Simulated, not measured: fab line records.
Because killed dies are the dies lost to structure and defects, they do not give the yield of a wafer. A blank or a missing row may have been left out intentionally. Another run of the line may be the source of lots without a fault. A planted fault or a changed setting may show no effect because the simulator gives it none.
Code-filled problem report in 8D (eight disciplines) form	flow sky130	the parts of the form that need people (team, actions taken, sign-off) are left out

== 1. PROBLEM STATEMENT ==
Mean VIA2_HDPCVD_THK at SKY_VIA2_THK_MEAS_01: 1808 nm over 4 wafers in 2 lots; fault-free wafers: 1182 nm, standard deviation 15. That puts it +42 standard deviations away from the usual mean.
First observed at day 37 13:56: wafer L778.2, on film_metro-03. Wafers with a number at this step in the record: 36, from 12 lots. The rule behind "out" and "out of limits": a value lying over 4 standard deviations away from the usual mean. All remaining wafers that have a number are taken as sound.

== 2. WHAT IT IS, WHAT IT ISN'T ==
question	is	is not
which readings at this step	VIA2_HDPCVD_THK	-
which lots	L778, L779	L770, L773, L774, L776, L777, L787, L788, L789, L790, L792
which wafers of those lots	L778.2, L778.4, L779.4, L779.6	L778.3, L779.5
read on which gauges	film_metro-02, film_metro-03	film_metro-01
when	from day 37 13:56	up to then (16 sound wafers); but 16 sound wafers of L779, L787, L788, L789, L790, L792 came after

== 3. WHAT RULES OUT EACH SUSPECT ==
Counting: a tool at a process step up to the reading stays a suspect if it ran every lot that is out. Sound lots after the first of them don't rule it out here, since some wafers of a struck lot are sound.
- the gauge at SKY_VIA2_THK_MEAS_01 has been ruled out. The wafers that are out were read on 2 gauges (film_metro-02, film_metro-03).
- hdpcvd-01 at SKY_VIA2_HDPCVD_00 (deposits SiO2, target thk 1180 nm, time 196.7 s): kept. It ran every lot that is out, first L778 (day 37 13:48); its last sound lot up to then is L774 (day 36 03:21).
Remaining after the count: hdpcvd-01 at SKY_VIA2_HDPCVD_00.

== 4. THE CAUSE (what the simulator had put in) ==
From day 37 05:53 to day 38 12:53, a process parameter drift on hdpcvd-01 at SKY_VIA2_HDPCVD_00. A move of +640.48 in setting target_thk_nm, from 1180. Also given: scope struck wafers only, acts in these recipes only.
Only this tool survived the counting.

== 5. THE CHAIN OF EFFECTS, in route order ==
Each row: a reading whose mean over the struck wafers that have a number lies more than 3 standard deviations from the usual. Readings are gone through only where the record gives a usual standard deviation; hours: the median, over the lots, of the time from a lot's start at the first step in this table giving one to that lot's start at this step; sigmas: the change measured in usual standard deviations.
hours	step	reading	usual	on struck wafers	change	sigmas
0	SKY_VIA2_THK_MEAS_01	VIA2_HDPCVD_THK	1182 nm	1808	+626	+42

== 6. WHAT WOULD HAVE CAUGHT IT SOONER ==
The first out-of-limits reading at a measuring or inspecting step in this record came at day 37 13:56, 8 hours after the fault's start at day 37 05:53.
L779, from the lots that are out (2), started SKY_VIA2_HDPCVD_00 on hdpcvd-01 later than day 37 13:56. Putting the tool on hold at that point would have spared it.
